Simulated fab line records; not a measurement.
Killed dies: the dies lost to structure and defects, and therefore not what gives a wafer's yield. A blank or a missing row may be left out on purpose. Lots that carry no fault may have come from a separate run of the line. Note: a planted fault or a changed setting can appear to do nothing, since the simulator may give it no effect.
fab line records + flow sky130
[record]
- lots = 7
- wafers = 21
- last_day = 47
route steps=708 shown SONOS_ONO@186 GATE_OXIDE@187 PAD_OPEN@708
lots that met no fault: taken from a fault-free run of the same line
start_h: hours from the record's opening day to when the first of the lot's shown wafers began + wait_h: time in hours since the lot's previous step + " same as the row above + L1.1+2: a row that stands for several wafers + - no value present, or no start provided + * or withheld: withheld + < > ~ a bound
route shown NAME@n: names a module that has steps shown in the file, with the first one's number in the route + usual: the fault-free wafers' mean and standard deviation + same: alike in all rows + chamber/n: place in a boat + sites: the reading at each site + _std_site: the values' standard deviation + _edge_site: outer sites' mean less inner sites' + radius_mm: how far each site lies from the wafer's centre + mask NAME#n: copy n + behind: the tool/chamber that last shaped the wafer + hold: why the lot was held/for how many hours/how that ended + device: whichever transistor did not switch (one of n, p or np) + end of line: the tests these same wafers got at the end of their route + a step without rows: its recipe alone + killed: dies that structure and defects cost at the first sort, which is not the same as the wafer's yield + map: shows each die of a wafer: x if killed, . if not, _ if none is there
set.NAME: the setting the step ran with; set.NAME@STEP: the setting that earlier step ran with + model.NAME: the simulator's own value behind a step, which no gauge read
certain route steps with their lots: each step a table, each wafer a row
services: when a tool's chamber went out of use (start_h, in hours from the record's first day, below 0 if earlier), for how many hours, and the reason
[[steps]]
[step SKY_SONOS_ONO_WET_ETCH_18]
[recipe]
- chemistry = H3PO4
- target_depth_nm = 15
- target = Si3N4
- temp_c = 160
- time_s = 172
[step SKY_GATE_OXIDE_CLEAN_00]
[recipe]
- chemistry = SC1/SC2
- mix = 1:4:20
- temp_c = 70
- time_s = 150
- dry = n2_spin
[step SKY_GATE_OXIDE_OXIDATION_01]
[recipe]
- temp_c = 900
- ambient = O2
- stabilise_s = 600
- purge_s = 300
- target_thk_a = 102.68
- ox_time_s = 1473
[step SKY_GATE_OXIDE_THK_MEAS_02]
[recipe]
- reads = SiO2_of_GATE_OXIDE_OXIDATION_01
[usual]
- GATE_OXIDE_OXIDATION_00_THK = 10.26/0.18
| lot.wafer | tool          | chamber | start_h | wait_h | GATE_OXIDE_OXIDATION_00_THK[nm] |
|-----------|---------------|---------|---------|--------|---------------------------------|
| L723.2    | film_metro-02 | -       | 296.10  | 0.0    | 10.24                           |
| L723.5    | "             | -       | "       | "      | 10.22                           |
| L723.6    | "             | -       | "       | "      | 10.09                           |
| L727.3    | film_metro-03 | -       | 325.91  | 0.0    | 10.21                           |
| L727.5    | "             | -       | "       | "      | 10.28                           |
| L727.6    | "             | -       | "       | "      | 10.40                           |
| L725.3    | film_metro-04 | -       | 326.33  | 0.0    | 10.05                           |
| L725.4    | "             | -       | "       | "      | 10.14                           |
| L725.5    | "             | -       | "       | "      | 10.07                           |
| L729.2    | film_metro-03 | -       | 342.12  | 0.0    | 10.42                           |
| L729.3    | "             | -       | "       | "      | 10.36                           |
| L729.5    | "             | -       | "       | "      | 10.40                           |
| L733.1    | film_metro-02 | -       | 373.72  | 0.0    | 10.45                           |
| L733.2    | "             | -       | "       | "      | 10.49                           |
| L733.6    | "             | -       | "       | "      | 10.15                           |
| L734.3    | film_metro-02 | -       | 381.97  | 0.0    | 9.92                            |
| L734.5    | "             | -       | "       | "      | 9.93                            |
| L734.6    | "             | -       | "       | "      | 9.93                            |
| L735.2    | film_metro-03 | -       | 389.10  | 0.0    | 10.32                           |
| L735.4    | "             | -       | "       | "      | 10.30                           |
| L735.5    | "             | -       | "       | "      | 10.36                           |
[step SKY_GATE_OXIDE_DEHYDRATE_03]
[recipe]
- temp_c = 200
- time_s = 60
[step SKY_GATE_OXIDE_HMDS_04]
[recipe]
- prime_time_s = 60
- prime_temp_c = 120
[step SKY_GATE_OXIDE_COAT_05]
[recipe]
- resist = NOVOLAK
- spin_rpm = 3000
- resist_thk_nm = 1140
[step SKY_GATE_OXIDE_SOFTBAKE_06]
[recipe]
- temp_c = 90
- time_s = 60
- resist = NOVOLAK
[step SKY_GATE_OXIDE_EXPOSE_07]
[recipe]
- mask_id = LVOM
- na = 0.6
- source_shape = conventional
- sigma_outer = 0.6
- polarization = unpolarized
- target_cd_nm = 600
- dose_mj = 170
[step SKY_GATE_OXIDE_PEB_08]
[recipe]
- temp_c = withheld
- time_s = *
- resist = NOVOLAK
[step SKY_GATE_OXIDE_DEVELOP_09]
[recipe]
- resist = NOVOLAK
- developer = TMAH
- develop_time_s = 60
- dev_temp_c = 23
[step SKY_GATE_OXIDE_OVL_MEAS_10]
[usual]
- GATE_OXIDE_OVL = -0.5/1.2
| lot.wafer | tool       | chamber | start_h | wait_h | GATE_OXIDE_OVL[nm] |
|-----------|------------|---------|---------|--------|--------------------|
| L723.2    | overlay-02 | -       | 321.18  | 0.1    | -1.2               |
| L723.5    | "          | -       | "       | "      | -1.2               |
| L723.6    | "          | -       | "       | "      | -1.3               |
| L727.3    | overlay-02 | -       | 352.30  | 0.1    | 0.2                |
| L727.5    | "          | -       | "       | "      | -1.5               |
| L727.6    | "          | -       | "       | "      | 0.9                |
| L725.3    | overlay-01 | -       | 352.57  | 0.1    | 0.1                |
| L725.4    | "          | -       | "       | "      | 0.5                |
| L725.5    | "          | -       | "       | "      | 0.8                |
| L729.2    | overlay-01 | -       | 368.36  | 0.1    | 1.0                |
| L729.3    | "          | -       | "       | "      | -0.4               |
| L729.5    | "          | -       | "       | "      | 0.4                |
| L733.1    | overlay-02 | -       | 402.21  | 0.1    | 1.0                |
| L733.2    | "          | -       | "       | "      | 0.9                |
| L733.6    | "          | -       | "       | "      | -0.2               |
| L734.3    | overlay-01 | -       | 411.02  | 0.1    | -0.5               |
| L734.5    | "          | -       | "       | "      | -1.2               |
| L734.6    | "          | -       | "       | "      | -1.2               |
| L735.2    | overlay-01 | -       | 418.58  | 0.1    | 1.2                |
| L735.4    | "          | -       | "       | "      | 1.7                |
| L735.5    | "          | -       | "       | "      | 1.8                |
[step SKY_GATE_OXIDE_IMPLANT_11]
[recipe]
- species = B
- energy_kev = 10
- dose_cm2 = 2.6e+12
- tilt_deg = withheld
[usual]
- end_station_pressure_torr = 5.03e-06/2.7e-07
- implant_ion_amu = 11/0
| lot.wafer | tool         | chamber | start_h | wait_h | end_station_pressure_torr | implant_ion_amu | model.implant.rp_nm | model.implant.drp_nm |
|-----------|--------------|---------|---------|--------|---------------------------|-----------------|---------------------|----------------------|
| L723.2    | implanter-04 | 0       | 321.23  | 0.0    | 5.1e-06                   | 11              | 33.47               | 17.11                |
| L723.5    | "            | 0       | "       | "      | 5.24e-06                  | 11              | 33.47               | 17.11                |
| L723.6    | "            | 0       | "       | "      | 5.07e-06                  | 11              | 33.47               | 17.11                |
| L727.3    | implanter-03 | 0       | 352.37  | 0.1    | 4.39e-06                  | 11              | 32.66               | 17.11                |
| L727.5    | "            | 0       | "       | "      | 5e-06                     | 11              | 32.66               | 17.11                |
| L727.6    | "            | 0       | "       | "      | 5.42e-06                  | 11              | 32.66               | 17.11                |
| L725.3    | implanter-01 | 0       | 352.64  | 0.1    | 5.31e-06                  | 11              | 32.6                | 17.11                |
| L725.4    | "            | 0       | "       | "      | 5.16e-06                  | 11              | 32.6                | 17.11                |
| L725.5    | "            | 0       | "       | "      | 5.14e-06                  | 11              | 32.6                | 17.11                |
| L729.2    | implanter-01 | 0       | 368.42  | 0.0    | 4.9e-06                   | 11              | 32.27               | 17.11                |
| L729.3    | "            | 0       | "       | "      | 5.06e-06                  | 11              | 32.27               | 17.11                |
| L729.5    | "            | 0       | "       | "      | 5.66e-06                  | 11              | 32.27               | 17.11                |
| L733.1    | implanter-01 | 0       | 402.24  | 0.0    | 5.31e-06                  | 49              | 10.26               | 6.005                |
| L733.2    | "            | 0       | "       | "      | 4.79e-06                  | 49              | 10.26               | 6.005                |
| L733.6    | "            | 0       | "       | "      | 5.06e-06                  | 49              | 10.26               | 6.005                |
| L734.3    | implanter-03 | 0       | 411.09  | 0.1    | 4.87e-06                  | 49              | 10.17               | 6.005                |
| L734.5    | "            | 0       | "       | "      | 4.85e-06                  | 49              | 10.17               | 6.005                |
| L734.6    | "            | 0       | "       | "      | 5.31e-06                  | 49              | 10.17               | 6.005                |
| L735.2    | implanter-03 | 0       | 418.63  | 0.0    | 5.44e-06                  | 49              | 10.14               | 6.005                |
| L735.4    | "            | 0       | "       | "      | 5.04e-06                  | 49              | 10.14               | 6.005                |
| L735.5    | "            | 0       | "       | "      | 5.45e-06                  | 49              | 10.14               | 6.005                |
[step SKY_GATE_OXIDE_WET_ETCH_12]
[recipe]
- chemistry = dHF
- target_depth_nm = 16.8
- dry = n2_spin
- target = SiO2
- dilution = 100:1
- temp_c = 25
- time_s = 336
[step SKY_GATE_OXIDE_STRIP_13]
[recipe]
- chemistry = O2/N2
- power_w = 1400
- pressure_mtorr = 1500
- platen_temp_c = withheld
- o2_flow_sccm = 3000
- n2_flow_sccm = 300
- overash_fraction = 0.5
[usual]
- drypump_motor_current_A = 5.3/0.51
- o2_flow_sccm = 3002/9.5
- oes_product_au = 0.716/0.0045
- strip_time_to_endpoint_s = 14.18/0.041
| lot.wafer | tool            | chamber | start_h | wait_h | drypump_motor_current_A | o2_flow_sccm | oes_product_au | rf_hours_counter_h | strip_time_to_endpoint_s |
|-----------|-----------------|---------|---------|--------|-------------------------|--------------|----------------|--------------------|--------------------------|
| L723.2    | plasma_asher-01 | 1       | 321.46  | 0.0    | 5.1                     | 3009         | 0.716          | 63                 | 14.19                    |
| L723.5    | "               | 1       | "       | "      | 5.1                     | 3020         | 0.718          | -                  | 14.20                    |
| L723.6    | "               | 0       | "       | "      | 4.9                     | 3023         | 0.718          | -                  | 14.22                    |
| L727.3    | plasma_asher-04 | 1       | 352.62  | 0.0    | 4.7                     | 3000         | 0.720          | -                  | 14.12                    |
| L727.5    | "               | 1       | "       | "      | 4.7                     | 3001         | 0.710          | -                  | 14.18                    |
| L727.6    | "               | 0       | "       | "      | 5.9                     | 2992         | 0.718          | -                  | 14.10                    |
| L725.3    | plasma_asher-01 | 1       | 352.90  | 0.0    | 5.1                     | 3011         | 0.722          | -                  | 14.23                    |
| L725.4    | "               | 0       | "       | "      | 4.9                     | 3023         | 0.722          | -                  | 14.21                    |
| L725.5    | "               | 0       | "       | "      | 4.9                     | 3010         | 0.715          | -                  | 14.21                    |
| L729.2    | plasma_asher-01 | 1       | 368.65  | 0.0    | 5.1                     | 3015         | 0.716          | 69                 | 14.13                    |
| L729.3    | "               | 0       | "       | "      | 4.9                     | 2995         | 0.719          | -                  | 14.14                    |
| L729.5    | "               | 0       | "       | "      | 4.9                     | 3003         | 0.711          | -                  | 14.15                    |
| L733.1    | plasma_asher-01 | 1       | 402.50  | 0.0    | 5.1                     | 3006         | 0.720          | 73                 | 14.15                    |
| L733.2    | "               | 0       | "       | "      | 4.9                     | 3007         | 0.716          | 73                 | 14.14                    |
| L733.6    | "               | 0       | "       | "      | 4.9                     | 3010         | 0.723          | -                  | 14.18                    |
| L734.3    | plasma_asher-02 | 0       | 411.33  | 0.0    | 6.3                     | 2996         | 0.717          | -                  | 14.15                    |
| L734.5    | "               | 1       | "       | "      | 5.6                     | 2995         | 0.714          | -                  | 14.15                    |
| L734.6    | "               | 0       | "       | "      | 6.3                     | 3003         | 0.717          | -                  | 14.17                    |
| L735.2    | plasma_asher-02 | 0       | 418.86  | 0.0    | 6.4                     | 2987         | 0.717          | 69                 | 14.13                    |
| L735.4    | "               | 1       | "       | "      | 5.5                     | 3011         | 0.718          | -                  | 14.18                    |
| L735.5    | "               | 1       | "       | "      | 5.6                     | 3008         | 0.716          | -                  | 14.18                    |
[step SKY_GATE_OXIDE_TW_MEAS_14]
[usual]
- GATE_OXIDE_TW = 224.0/1
| lot.wafer | tool          | chamber | start_h | wait_h | hold                     | GATE_OXIDE_TW |
|-----------|---------------|---------|---------|--------|--------------------------|---------------|
| L723.2    | film_metro-03 | -       | 321.57  | 0.1    | -                        | 224.9         |
| L723.5    | "             | -       | "       | "      | -                        | 224.4         |
| L723.6    | "             | -       | "       | "      | -                        | 224.5         |
| L727.3    | film_metro-03 | -       | 352.71  | 0.1    | -                        | 223.8         |
| L727.5    | "             | -       | "       | "      | -                        | 223.7         |
| L727.6    | "             | -       | "       | "      | -                        | 224.1         |
| L725.3    | film_metro-03 | -       | 352.98  | 0.1    | -                        | 224.5         |
| L725.4    | "             | -       | "       | "      | -                        | 224.0         |
| L725.5    | "             | -       | "       | "      | -                        | 224.0         |
| L729.2    | film_metro-04 | -       | 368.76  | 0.1    | -                        | 223.8         |
| L729.3    | "             | -       | "       | "      | -                        | 224.9         |
| L729.5    | "             | -       | "       | "      | -                        | 224.2         |
| L733.1    | film_metro-04 | -       | 402.60  | 0.1    | await_dispo/0.2h/release | 326.1         |
| L733.2    | "             | -       | "       | "      | await_dispo/0.2h/release | 325.2         |
| L733.6    | "             | -       | "       | "      | await_dispo/0.2h/release | 326.3         |
| L733.1    | film_metro-04 | -       | 402.82  | 0.2    | -                        | 323.2         |
| L733.2    | "             | -       | "       | "      | -                        | 326.3         |
| L733.6    | "             | -       | "       | "      | -                        | 326.4         |
| L734.3    | film_metro-03 | -       | 411.42  | 0.1    | await_dispo/0.2h/release | 325.5         |
| L734.5    | "             | -       | "       | "      | await_dispo/0.2h/release | 326.8         |
| L734.6    | "             | -       | "       | "      | await_dispo/0.2h/release | 327.3         |
| L734.3    | film_metro-03 | -       | 411.64  | 0.2    | -                        | 326.1         |
| L734.5    | "             | -       | "       | "      | -                        | 328.0         |
| L734.6    | "             | -       | "       | "      | -                        | 325.7         |
| L735.2    | film_metro-04 | -       | 418.97  | 0.1    | await_dispo/0.2h/release | 325.0         |
| L735.4    | "             | -       | "       | "      | await_dispo/0.2h/release | 328.1         |
| L735.5    | "             | -       | "       | "      | await_dispo/0.2h/release | 325.5         |
| L735.2    | film_metro-04 | -       | 419.20  | 0.2    | -                        | 324.8         |
| L735.4    | "             | -       | "       | "      | -                        | 325.1         |
| L735.5    | "             | -       | "       | "      | -                        | 326.9         |
[step SKY_PAD_OPEN_PROBE_99]
[usual]
- defect_limited_yield = 83.0/2
- killed_at_M0_to_M3 = 43/7.1
- killed_at_M4_up = 3.1/1.7
- killed_at_contacts = 23/5.1
- killed_at_front_end = 14/4.4
- killed_at_other = 0.3/0.47
- killed_dies = 84/9.9
- killed_on_rim = 16/3.8
- killed_open = 45/6.6
- killed_short = 38/6.8
- sort_bin_3_pad_short = 0.8/0.4
- sort_bin_5_function = 10.1/1.4
- sort_bin_6_memory = 6.1/1.2
- sort_n_pass = 408/9.9
- sort_yield_pct = 83.0/2
[same]
- gross_dies = 492
- killed_at_back_side = 0
- sort_bin_4_leakage[%] = 0
- sort_bin_8_speed[%] = 0
| lot.wafer | tool      | chamber | start_h | wait_h | defect_limited_yield[%] | killed_at_M0_to_M3 | killed_at_M4_up | killed_at_contacts | killed_at_front_end | killed_at_other | killed_dies | killed_on_rim | killed_open | killed_short | sort_bin_3_pad_short[%] | sort_bin_5_function[%] | sort_bin_6_memory[%] | sort_n_pass | sort_yield_pct[%] |
|-----------|-----------|---------|---------|--------|-------------------------|--------------------|-----------------|--------------------|---------------------|-----------------|-------------|---------------|-------------|--------------|-------------------------|------------------------|----------------------|-------------|-------------------|
| L723.2    | prober-01 | -       | 1085.39 | 0.1    | 82.9                    | 39                 | 5               | 26                 | 14                  | 0               | 84          | 21            | 45          | 39           | 0.6                     | 10.4                   | 6.1                  | 408         | 82.9              |
| L723.5    | prober-01 | -       | 1085.54 | 0.2    | 81.3                    | 45                 | 2               | 28                 | 16                  | 1               | 92          | 17            | 58          | 34           | 0.2                     | 13.2                   | 5.3                  | 400         | 81.3              |
| L723.6    | prober-01 | -       | 1085.59 | 0.2    | 80.7                    | 44                 | 7               | 26                 | 18                  | 0               | 95          | 12            | 44          | 51           | 1.2                     | 11.4                   | 6.7                  | 397         | 80.7              |
| L727.3    | prober-01 | -       | 1108.37 | 0.2    | 84.6                    | 42                 | 2               | 22                 | 10                  | 0               | 76          | 13            | 38          | 38           | 1.2                     | 9.8                    | 4.5                  | 416         | 84.6              |
| L727.5    | prober-01 | -       | 1108.47 | 0.2    | 81.7                    | 51                 | 4               | 18                 | 17                  | 0               | 90          | 17            | 49          | 41           | 1.0                     | 9.8                    | 7.5                  | 402         | 81.7              |
| L727.6    | prober-01 | -       | 1108.52 | 0.2    | 81.1                    | 45                 | 4               | 25                 | 19                  | 0               | 93          | 16            | 50          | 43           | 0.8                     | 9.6                    | 8.5                  | 399         | 81.1              |
| L725.3    | prober-02 | -       | 1109.87 | 0.2    | 81.5                    | 39                 | 6               | 26                 | 20                  | 0               | 91          | 17            | 44          | 47           | 0.8                     | 12.4                   | 5.3                  | 401         | 81.5              |
| L725.4    | prober-02 | -       | 1109.92 | 0.2    | 83.9                    | 37                 | 3               | 23                 | 16                  | 0               | 79          | 17            | 47          | 32           | 0.8                     | 8.7                    | 6.5                  | 413         | 83.9              |
| L725.5    | prober-02 | -       | 1109.97 | 0.2    | 80.7                    | 57                 | 3               | 27                 | 8                   | 0               | 95          | 14            | 57          | 38           | 0.4                     | 12.4                   | 6.5                  | 397         | 80.7              |
| L729.2    | prober-01 | -       | 1122.33 | 0.1    | 82.1                    | 41                 | 7               | 26                 | 14                  | 0               | 88          | 20            | 47          | 41           | 0.6                     | 10.4                   | 6.9                  | 404         | 82.1              |
| L729.3    | prober-01 | -       | 1122.38 | 0.2    | 78.7                    | 54                 | 3               | 32                 | 16                  | 0               | 105         | 27            | 53          | 52           | 1.0                     | 12.4                   | 7.9                  | 387         | 78.7              |
| L729.5    | prober-01 | -       | 1122.48 | 0.2    | 83.7                    | 45                 | 2               | 19                 | 12                  | 2               | 80          | 11            | 44          | 36           | 0.2                     | 10.0                   | 6.1                  | 412         | 83.7              |
// killed by level:class
L723.2 VIA2:geometric_particle:open=8 LI_CONTACT:geometric_particle:open=7 CONTACT:geometric_particle:open=7 VIA1:geometric_particle:open=7 CONTACT:geometric_particle:short=6 METAL1:geometric_particle:short=5 METAL2:geometric_particle:short=5 POLY_GATE:geometric_particle:open=4
L723.5 VIA1:geometric_particle:open=13 CONTACT:geometric_particle:open=13 LI_CONTACT:geometric_particle:open=6 METAL2:geometric_particle:short=6 VIA2:geometric_particle:open=6 METAL1:geometric_particle:short=5 VIA3:geometric_particle:open=5 FIELD_ISO:geometric_particle:short=4
L723.6 CONTACT:geometric_particle:open=10 POLY_GATE:geometric_particle:short=9 VIA2:geometric_particle:open=7 VIA3:geometric_particle:open=7 VIA1:geometric_particle:short=7 VIA1:geometric_particle:open=7 LI_CONTACT:geometric_particle:open=6 METAL1:geometric_particle:short=5
L727.3 CONTACT:geometric_particle:open=9 METAL1:geometric_particle:short=8 METAL2:geometric_particle:short=7 VIA2:geometric_particle:open=6 VIA1:geometric_particle:open=6 CONTACT:geometric_particle:short=5 VIA3:geometric_particle:open=4 FIELD_ISO:geometric_particle:open=3
L727.5 VIA1:geometric_particle:open=12 VIA3:geometric_particle:open=8 FIELD_ISO:geometric_particle:short=7 VIA1:geometric_particle:short=7 VIA2:geometric_particle:open=7 CONTACT:geometric_particle:short=6 FIELD_ISO:geometric_particle:open=6 LI_CONTACT:geometric_particle:open=6
L727.6 LI_CONTACT:geometric_particle:open=9 VIA1:geometric_particle:open=9 CONTACT:geometric_particle:open=7 METAL1:geometric_particle:short=7 VIA2:geometric_particle:open=7 POLY_GATE:geometric_particle:short=6 FIELD_ISO:geometric_particle:short=5 CONTACT:geometric_particle:short=5
L725.3 CONTACT:geometric_particle:open=11 VIA1:geometric_particle:open=8 METAL2:geometric_particle:short=7 VIA1:geometric_particle:short=6 POLY_GATE:geometric_particle:open=6 LOCAL_INTERCONNECT:geometric_particle:short=5 VIA2:geometric_particle:open=5 METAL4:geometric_particle:short=5
L725.4 VIA1:geometric_particle:open=10 CONTACT:geometric_particle:open=8 LI_CONTACT:geometric_particle:open=7 LI_CONTACT:geometric_particle:short=6 VIA2:geometric_particle:open=6 VIA3:geometric_particle:open=5 METAL1:geometric_particle:short=4 FIELD_ISO:geometric_particle:short=3
L725.5 LI_CONTACT:geometric_particle:open=12 VIA1:geometric_particle:open=12 CONTACT:geometric_particle:open=10 VIA2:geometric_particle:open=10 METAL1:geometric_particle:short=9 METAL2:geometric_particle:short=8 VIA3:geometric_particle:open=8 VIA1:geometric_particle:short=4
L729.2 VIA1:geometric_particle:open=9 LI_CONTACT:geometric_particle:open=7 VIA2:geometric_particle:open=7 CONTACT:geometric_particle:open=6 METAL4:geometric_particle:short=5 LI_CONTACT:geometric_particle:short=5 LOCAL_INTERCONNECT:geometric_particle:short=5 FIELD_ISO:geometric_particle:open=4
L729.3 CONTACT:geometric_particle:open=13 VIA1:geometric_particle:open=9 METAL1:geometric_particle:short=8 CONTACT:geometric_particle:short=7 VIA2:geometric_particle:short=6 VIA3:geometric_particle:open=6 POLY_GATE:geometric_particle:open=5 LI_CONTACT:geometric_particle:open=5
L729.5 VIA1:geometric_particle:open=10 CONTACT:geometric_particle:open=8 VIA3:geometric_particle:open=8 CONTACT:geometric_particle:short=6 VIA2:geometric_particle:open=6 VIA1:geometric_particle:short=5 METAL3:geometric_particle:short=3 METAL1:geometric_particle:open=3
[[services]]
| tool            | chamber | start_h | hours | kind   |
|-----------------|---------|---------|-------|--------|
| plasma_asher-04 | -       | 334.51  | 3.2   | repair |
| plasma_asher-02 | -       | 340.88  | 13.8  | repair |
| implanter-04    | -       | 344.61  | 4.2   | pm     |
| plasma_asher-04 | -       | 345.64  | 1.3   | repair |
| implanter-04    | -       | 358.66  | 3.0   | repair |
| plasma_asher-04 | -       | 365.37  | 24.4  | repair |
| implanter-03    | -       | 375.90  | 5.5   | repair |
| implanter-01    | -       | 378.36  | 3.3   | repair |
| implanter-04    | -       | 386.48  | 2.2   | repair |
| plasma_asher-01 | -       | 408.87  | 9.4   | repair |
[[key]]
[first_sign]
- step = SKY_GATE_OXIDE_IMPLANT_11
- reading = implant_ion_amu
- direction = up
- sigmas = 99+
- usual = 11
- struck = 49
[effect]
- step = SKY_GATE_OXIDE_TW_MEAS_14
- reading = visit
- direction = added
[effect]
- step = SKY_GATE_OXIDE_TW_MEAS_14
- reading = GATE_OXIDE_TW
- direction = up
- sigmas = 99+
- usual = 224.0
- struck = 326.2
[model_effect]
- step = SKY_GATE_OXIDE_IMPLANT_11
- value = implant.rp_nm
- without = 33.16
- struck = 10.19
met_at SKY_GATE_OXIDE_IMPLANT_11
struck_wafers L733.1,L733.2,L733.6,L734.3,L734.5,L734.6,L735.2,L735.4,L735.5
scrapped_behind SKY_GATE_OXIDE_TW_MEAS_14 L733.1,L733.2,L733.6,L734.3,L734.5,L734.6,L735.2,L735.4,L735.5
onset_between 368.42 402.24
[fault]
- kind = wrong_recipe_download
- tool = implanter-01,implanter-03,implanter-04
- chamber = -
- onset_h = 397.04
- steps = SKY_GATE_OXIDE_IMPLANT_11
- wrong_recipe.not_listed = 1
